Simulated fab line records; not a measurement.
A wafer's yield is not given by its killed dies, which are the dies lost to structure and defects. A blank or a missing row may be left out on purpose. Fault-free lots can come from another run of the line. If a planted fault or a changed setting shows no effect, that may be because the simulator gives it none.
Which tool did it?	flow sky130	72 wafers from 24 lots sampled at 5 of the route's 708 steps

## WHAT THE GAUGES SHOWED, per wafer
SKY_NWELL_RS_MEAS_29: a four-point-probe measurement. Usual: NWELL_RS 624.7 ohm/sq, standard deviation 1.5.
lot	measured	on	NWELL_RS (ohm/sq)	flag
L074	day 5 04:55	film_metro-03	626.4 625.9 626.1	
L075	day 5 12:47	film_metro-04	623.7 626.3 624.5	
L076	day 5 19:35	film_metro-03	626.4 626.4 625.1	
L077	day 6 02:06	film_metro-03	623.0 623.8 624.0	
L078	day 6 06:13	film_metro-04	626.5 625.8 624.5	
L079	day 6 15:44	film_metro-02	625.2 626.1 624.1	
L080	day 6 22:26	film_metro-02	625.5 622.8 625.7	
L081	day 7 05:44	film_metro-03	622.9 623.4 623.6	
L082	day 7 10:34	film_metro-03	624.9 623.3 623.1	
L083	day 7 13:58	film_metro-04	623.3 622.5 622.0	
L084	day 7 19:14	film_metro-03	624.5 626.5 627.7	
L085	day 8 03:14	film_metro-02	623.7 623.7 622.1	
L086	day 8 07:40	film_metro-04	623.2 623.1 625.6	
L087	day 8 16:03	film_metro-04	625.8 627.4 626.0	
L088	day 8 18:04	film_metro-02	623.5 622.5 625.1	
L089	day 8 21:57	film_metro-02	626.6 627.1 625.7	
L090	day 9 13:21	film_metro-03	624.8 624.3 624.4	
L091	day 9 13:41	film_metro-04	623.6 622.9 626.0	
L092	day 9 20:04	film_metro-03	626.2 627.3 628.4	
L093	day 10 01:39	film_metro-04	623.7 621.9 625.8	
L094	day 10 08:22	film_metro-03	624.6 624.6 622.8	
L095	day 10 17:28	film_metro-03	623.4 623.9 623.5	
L096	day 11 04:23	film_metro-03	624.1 624.8 625.1	
L097	day 11 12:48	film_metro-02	624.5 624.8 625.8	

SKY_SD_N_TW_MEAS_12. Usual: SD_N_TW 3958, standard deviation 42.
lot	measured	on	SD_N_TW	flag
L074	day 27 18:35	film_metro-03	3963 3967 3936	
L075	day 28 07:41	film_metro-03	3922 3930 3908	
L076	day 28 16:10	film_metro-03	3963 3943 3959	
L077	day 29 02:49	film_metro-03	3921 3915 3917	
L078	day 29 11:00	film_metro-01	3996 3995 4019	
L079	day 29 22:57	film_metro-03	3908 3919 3921	
L080	day 30 10:38	film_metro-04	3965 3947 3956	
L081	day 30 16:28	film_metro-03	3929 3917 3908	
L082	day 30 22:32	film_metro-04	3932 3930 3955	
L083	day 31 00:23	film_metro-04	3930 3946 3933	
L084	day 31 16:47	film_metro-04	3957 3947 3963	
L085	day 32 00:38	film_metro-03	3930 3935 3945	
L086	day 32 03:22	film_metro-03	3900 3945 3924	
L087	day 32 11:34	film_metro-03	3931 3942 3939	
L088	day 32 16:06	film_metro-01	4035 4059 4043	
L089	day 32 20:22	film_metro-01	4047 4038 4063	
L090	day 33 13:55	film_metro-01	4020 4025 4020	
L091	day 33 14:20	film_metro-04	3938 3923 3954	
L092	day 34 01:38	film_metro-03	3910 3909 3905	
L093	day 34 06:28	film_metro-04	3942 3949 3956	
L094	day 34 15:22	film_metro-03	3923 3938 3906	
L095	day 35 00:20	film_metro-04	3952 3958 3949	
L096	day 35 12:23	film_metro-04	3964 3982 3981	
L097	day 35 19:19	film_metro-01	4043 4031 4048	

SKY_VIA1_CD_MEAS_12: target cd 150 nm. Usual: cd_nm 150.3 nm, standard deviation 1.4.
lot	measured	on	cd_nm (nm)	flag
L074	day 33 21:43	cd_sem-01	147.0 148.3 149.8	
L075	day 34 09:53	cd_sem-01	150.7 150.7 152.6	
L076	day 34 17:52	cd_sem-02	149.0 150.3 149.3	
L077	day 35 02:52	cd_sem-02	148.7 152.2 149.8	
L078	day 35 10:40	cd_sem-01	152.8 150.3 149.9	
L079	day 35 20:52	cd_sem-02	151.5 150.1 149.1	
L080	day 36 06:20	cd_sem-02	150.3 150.4 150.7	
L081	day 36 12:41	cd_sem-02	150.9 149.5 149.9	
L082	day 36 20:53	cd_sem-01	152.7 150.8 150.1	
L083	day 36 21:14	cd_sem-02	150.0 149.9 149.1	
L084	day 37 12:04	cd_sem-02	151.7 148.9 150.1	
L085	day 37 19:15	cd_sem-02	151.9 150.4 151.7	
L086	day 38 00:34	cd_sem-01	149.0 149.4 148.9	
L087	day 38 05:12	cd_sem-02	148.9 148.5 149.4	
L088	day 38 09:34	cd_sem-01	148.3 148.1 148.9	
L089	day 38 12:03	cd_sem-01	153.6 152.2 153.6	
L090	day 39 06:09	cd_sem-01	149.5 149.2 150.5	
L091	day 39 06:43	cd_sem-01	149.2 151.7 151.3	
L092	day 39 16:02	cd_sem-02	150.2 150.9 150.8	
L093	day 39 22:33	cd_sem-01	148.7 150.5 149.5	
L094	day 40 07:10	cd_sem-02	147.7 148.7 149.8	
L095	day 40 13:56	cd_sem-02	151.2 150.2 151.6	
L096	day 41 03:10	cd_sem-02	151.1 149.2 150.7	
L097	day 41 07:00	cd_sem-02	152.7 151.5 153.6	

## WHICH TOOL RAN EACH LOT (tool, then ch and the chambers of the sampled wafers, then the start)
lot	SKY_LI_CONTACT_ETCH_14	SKY_METAL1_SPUTTER_01
L074	rie_diel-01 ch 1,3, day 29 00:35	pvd_sputter-02, day 31 13:47
L075	rie_diel-02 ch 1,2,3, day 29 13:35	pvd_sputter-04, day 32 03:00
L076	rie_diel-01 ch 1,2,3, day 29 23:06	pvd_sputter-02, day 32 11:52
L077	rie_diel-03 ch 0,1, day 30 09:38	pvd_sputter-04, day 32 20:10
L078	rie_diel-02 ch 0,2,3, day 30 17:26	pvd_sputter-02, day 33 04:05
L079	rie_diel-02 ch 1,2, day 31 04:43	pvd_sputter-03, day 33 15:03
L080	rie_diel-01 ch 1,3, day 31 15:31	pvd_sputter-04, day 34 00:55
L081	rie_diel-01 ch 1,2,3, day 31 21:44	pvd_sputter-04, day 34 07:22
L082	rie_diel-02 ch 0,1,3, day 32 03:19	pvd_sputter-04, day 34 14:58
L083	rie_diel-01 ch 0,1,3, day 32 05:17	pvd_sputter-02, day 34 15:20
L084	rie_diel-02 ch 0,1,3, day 32 21:08	pvd_sputter-02, day 35 07:04
L085	rie_diel-01 ch 2,3, day 33 04:32	pvd_sputter-02, day 35 14:17
L086	rie_diel-03 ch 1,2, day 33 09:56	pvd_sputter-03, day 35 17:49
L087	rie_diel-03 ch 1,2,3, day 33 15:07	pvd_sputter-04, day 36 00:07
L088	rie_diel-03 ch 1,2, day 33 20:08	pvd_sputter-02, day 36 04:31
L089	rie_diel-01 ch 2,3, day 33 23:26	pvd_sputter-02, day 36 08:47
L090	rie_diel-03 ch 0,1, day 34 17:01	pvd_sputter-03, day 37 01:38
L091	rie_diel-02 ch 0,2, day 34 17:56	pvd_sputter-03, day 37 02:32
L092	rie_diel-02 ch 0,3, day 35 05:25	pvd_sputter-02, day 37 12:55
L093	rie_diel-03 ch 1,2,3, day 35 09:50	pvd_sputter-04, day 37 18:51
L094	rie_diel-03 ch 0,1,2, day 35 19:26	pvd_sputter-04, day 38 03:42
L095	rie_diel-02 ch 1,2,3, day 36 04:07	pvd_sputter-02, day 38 11:16
L096	rie_diel-03 ch 0,2,3, day 36 15:31	pvd_sputter-03, day 39 00:40
L097	rie_diel-03 ch 0,2, day 36 22:07	pvd_sputter-02, day 39 05:32
- SKY_LI_CONTACT_ETCH_14: etches BARC in N2/H2, stops on SiO2, time 45.9 s, target depth 60 nm.
- SKY_METAL1_SPUTTER_01: material TiN, target thk 20 nm, time 16.7 s.

## AS READ BY THE TOOLS THEMSELVES (means over the sampled wafers that have a number; for cases with no such wafer, the mark the record gives instead)
SKY_LI_CONTACT_ETCH_14. Usual: drypump_motor_current_A 5.8 A, standard deviation 0.31; oes_product_au 0.854 a.u., standard deviation 0.0045; throttle_valve_pct 13.225 %, standard deviation 0.0092.
lot	tool	drypump_motor_current_A (A)	oes_product_au (a.u.)	throttle_valve_pct (%)	flag
L074	rie_diel-01	5.8	0.854	13.230	
L075	rie_diel-02	5.9	0.857	13.230	
L076	rie_diel-01	5.6	0.853	13.223	
L077	rie_diel-03	6.0	0.858	13.232	
L078	rie_diel-02	6.0	0.854	13.228	
L079	rie_diel-02	6.1	0.848	13.226	
L080	rie_diel-01	5.7	0.855	13.227	
L081	rie_diel-01	5.7	0.856	13.227	
L082	rie_diel-02	5.6	0.851	13.225	
L083	rie_diel-01	5.9	0.853	13.219	
L084	rie_diel-02	5.6	0.854	13.224	
L085	rie_diel-01	5.5	0.856	13.220	
L086	rie_diel-03	5.7	0.850	13.231	
L087	rie_diel-03	5.7	0.854	13.227	
L088	rie_diel-03	5.9	0.854	13.224	
L089	rie_diel-01	5.7	0.858	13.218	
L090	rie_diel-03	6.0	0.851	13.220	
L091	rie_diel-02	6.0	0.858	13.224	
L092	rie_diel-02	5.8	0.856	13.232	
L093	rie_diel-03	5.7	0.851	13.224	
L094	rie_diel-03	5.9	0.851	13.221	
L095	rie_diel-02	5.9	0.855	13.218	
L096	rie_diel-03	5.9	0.854	13.221	
L097	rie_diel-03	6.1	0.851	13.224	

SKY_METAL1_SPUTTER_01. Usual: throttle_valve_pct 29.4 %, standard deviation 1.3.
lot	tool	throttle_valve_pct (%)	flag
L074	pvd_sputter-02	29.9	
L075	pvd_sputter-04	28.6	
L076	pvd_sputter-02	29.0	
L077	pvd_sputter-04	29.0	
L078	pvd_sputter-02	29.4	
L079	pvd_sputter-03	30.8	
L080	pvd_sputter-04	28.0	
L081	pvd_sputter-04	29.1	
L082	pvd_sputter-04	28.8	
L083	pvd_sputter-02	29.5	
L084	pvd_sputter-02	29.2	
L085	pvd_sputter-02	29.2	
L086	pvd_sputter-03	31.6	
L087	pvd_sputter-04	29.7	
L088	pvd_sputter-02	28.9	
L089	pvd_sputter-02	28.9	
L090	pvd_sputter-03	29.7	
L091	pvd_sputter-03	30.3	
L092	pvd_sputter-02	29.2	
L093	pvd_sputter-04	28.8	
L094	pvd_sputter-04	28.8	
L095	pvd_sputter-02	30.2	
L096	pvd_sputter-03	30.5	
L097	pvd_sputter-02	29.0	

## THE ANSWER, worked out from the rows above alone
Rule: a lot is off if the mean of its wafers that have a number lies more than 3 standard deviations from the usual mean. Also off: a lot with no number at a reading for which 4 or more lots have one. All remaining lots with rows at the step are treated as sound. First the gauges in route order, then the tools' own readings, where a lot's mean is used as printed above. At the first step where some lot is off, the reading lying furthest off is the one used; lots without a number count as furthest.
Across all readings shown, no lot is off: no conclusion can be drawn from this.

## WHAT THE SIMULATOR HAD INSERTED
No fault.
